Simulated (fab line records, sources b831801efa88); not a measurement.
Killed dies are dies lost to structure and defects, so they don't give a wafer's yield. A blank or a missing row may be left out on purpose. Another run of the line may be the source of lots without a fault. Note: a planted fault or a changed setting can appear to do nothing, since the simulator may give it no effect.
2 desks, one fault | flow gf180mcu | what lay behind the numbers comes last; until then each desk has only its own

METROLOGY DESK
Means of the sampled wafers that have a number, per lot and without regard to the tool the lot ran on: this is what the gauges read. Any lot whose mean is over 4 standard deviations away from the usual mean is out of limits and marked OUT; that distance is given in the brackets.
Columns: A = LVPWELL_OVL at GF_LVPWELL_OVL_MEAS_07, usual 0.5 nm; B = VT_IMPLANT_TW at GF_VT_IMPLANT_TW_MEAS_10, usual 560
lot  | first seen here | A    | B
L454 | day 3 20:36     | 0.8  | 571
L455 | day 4 02:17     | 3.3  | 554
L456 | day 4 06:44     | -1.0 | 562
L458 | day 4 18:42     | 0.7  | 555
L461 | day 5 13:44     | 0.0  | 568
L462 | day 5 16:50     | 0.0  | 555
L465 | day 6 11:47     | -2.1 | 570
L466 | day 6 16:13     | -0.7 | 553
L467 | day 6 21:29     | 2.9  | 552
L471 | day 7 20:14     | -0.1 | 553
L472 | day 8 01:47     | -0.8 | 558
L475 | day 8 19:13     | 3.3  | 561
L476 | day 9 00:36     | 1.2  | 560
L477 | day 9 11:25     | 1.9  | 556
Finding of this desk: none of the 14 lots has anything out of limits.

FOR THE TOOL OWNER'S DESK: furnace-02
The tool's own readings at GF_DUAL_GATE_OXIDATION_02 (stabilise 600 s, purge 300 s, target thk 10.887 nm): means of the sampled wafers that have a number, for each lot that ran on this tool. Any lot whose mean is over 4 standard deviations away from the usual mean is out of limits and marked OUT; that distance is given in the brackets.
Columns: A = tube_center_temp_C_max at GF_DUAL_GATE_OXIDATION_02, usual 902.3
lot  | first seen here | A
L454 | day 7 14:33     | 902.1
L465 | day 10 18:28    | 902.1
L466 | day 10 22:26    | 902.1
L467 | day 11 05:50    | 902.1
L472 | day 12 12:59    | 902.0
L475 | day 13 13:21    | 902.2
L476 | day 13 17:12    | 902.1
Finding of this desk: none of the 7 lots has anything out of limits.

ALL TOGETHER
Metrology desk: nothing out of limits seen.
Nothing out of limits was seen by the tool owner's desk.

WHAT THE SIMULATOR HAD PUT IN
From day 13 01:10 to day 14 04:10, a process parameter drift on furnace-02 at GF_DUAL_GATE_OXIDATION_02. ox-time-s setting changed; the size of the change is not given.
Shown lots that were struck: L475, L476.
